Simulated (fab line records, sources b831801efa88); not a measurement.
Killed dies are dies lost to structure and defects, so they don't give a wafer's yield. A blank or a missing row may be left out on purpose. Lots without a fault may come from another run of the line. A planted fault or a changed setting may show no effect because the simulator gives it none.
Chamber matching | flow sky130 | SKY_CONTACT_CMP_27 on cmp-02: 4 sister chambers
The step polishes, stops on SiO2, t overpolish 15 s, target thk 0 nm. 4 wafers are shown with their chamber, then 7 later ones without.

WAFERS WITH THEIR CHAMBER
wafer  | chamber | motor_current_A (A)
L952.6 | 2       | 12.0
L959.2 | 0       | 10.7
L968.2 | 3       | 11.7
L968.3 | 1       | 11.3

WAFERS WITHOUT THEIR CHAMBER
wafer  | motor_current_A (A)
L968.4 | 9.9
L971.2 | 11.9
L971.5 | 11.2
L971.6 | 12.5
L972.3 | 10.2
L972.4 | 11.5
L972.5 | 11.3

WHICH CHAMBER EACH WENT THROUGH
wafer  | from the rows above               | in truth
L968.4 | can't be placed: 0 or 1           | 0
L971.2 | can't be placed: 2 or 3 or 1      | 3
L971.5 | can't be placed: 1 or 0 or 3 or 2 | 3
L971.6 | can't be placed: 2 or 3 or 1      | 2
L972.3 | can't be placed: 0 or 1           | 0
L972.4 | can't be placed: 1 or 3 or 2 or 0 | 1
L972.5 | can't be placed: 1 or 3 or 0 or 2 | 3
Placed correctly: 0 of 7. Can't be placed from these rows: 7 (the true chamber is among the candidates in 7). Placed wrongly: 0.
How it was worked out, from the rows above alone: a wafer's distance from a chamber is the root of the sum, over the readings, of the square of ((its reading less the chamber's mean) divided by the reading's scatter). The wafer belongs to the nearest chamber; if the next one is less than 2 further off, it can't be placed. A chamber's mean is the mean of its shown wafers. The scatter: with one shown wafer a chamber, the root of the mean of the squares of how far each hidden wafer lies from its nearest shown one.
